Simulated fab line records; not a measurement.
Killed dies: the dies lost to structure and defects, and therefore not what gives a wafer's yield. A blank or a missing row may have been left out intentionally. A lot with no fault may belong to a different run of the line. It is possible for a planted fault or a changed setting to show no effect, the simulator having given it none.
Which of the tools did it?    flow gf180mcu    at 1 step of a route of 602, 12 lots with 36 wafers sampled

== WHAT EACH GAUGE READ, for each wafer ==
GF_V2_OVL_MEAS_15.
lot   measured      on          V2_OVL (nm)
L850  day 20 07:48  overlay-01  3 9 8
L852  day 20 21:20  overlay-01  1 -12 -2
L855  day 22 05:42  overlay-01  -2 0 -2
L856  day 22 07:50  overlay-02  1 -7 3
L857  day 22 19:21  overlay-02  -1 -11 -2
L865  day 25 15:51  overlay-02  -2 -3 2
L868  day 26 11:53  overlay-02  3 -4 2
L869  day 26 18:35  overlay-01  2 -4 10
L870  day 27 09:11  overlay-02  -3 3 0
L871  day 27 14:37  overlay-02  -4 -12 0
L872  day 27 23:56  overlay-02  -3 -6 -10
L873  day 28 00:46  overlay-02  -6 -9 -4

== WHICH TOOL RAN EACH LOT (tool, then ch and the chambers of the sampled wafers, then the start) ==
There is no process step in the record ahead of these readings.

== AS READ BY THE TOOLS THEMSELVES (means over the sampled wafers that have a number; for cases with no such wafer, the mark the record gives instead) ==
The record holds no such reading with a usual standard deviation.

== THE ANSWER, worked out from the rows above alone ==
Rule: usual is defined by the lots themselves. The widest of any qualifying gaps counts: lots, ordered by their means at a reading, are off when they make up no more than a third of the lots, leave a main group of 4 or more, and stand apart from it by 3 or more times the standard deviation of that group's means. A main group whose means are all the same, to the digits that the tables above print for the reading, isn't used. Also off: a lot with no number at a reading for which 4 or more lots have one. All remaining lots with rows at the step are treated as sound. First the gauges in route order, then the tools' own readings, where a lot's mean is used as printed above. At the first step where some lot is off, the reading lying furthest off is the one used; lots without a number count as furthest.
None of the lots is off at any reading shown; this tells nothing.

== WHAT THE SIMULATOR PUT IN ==
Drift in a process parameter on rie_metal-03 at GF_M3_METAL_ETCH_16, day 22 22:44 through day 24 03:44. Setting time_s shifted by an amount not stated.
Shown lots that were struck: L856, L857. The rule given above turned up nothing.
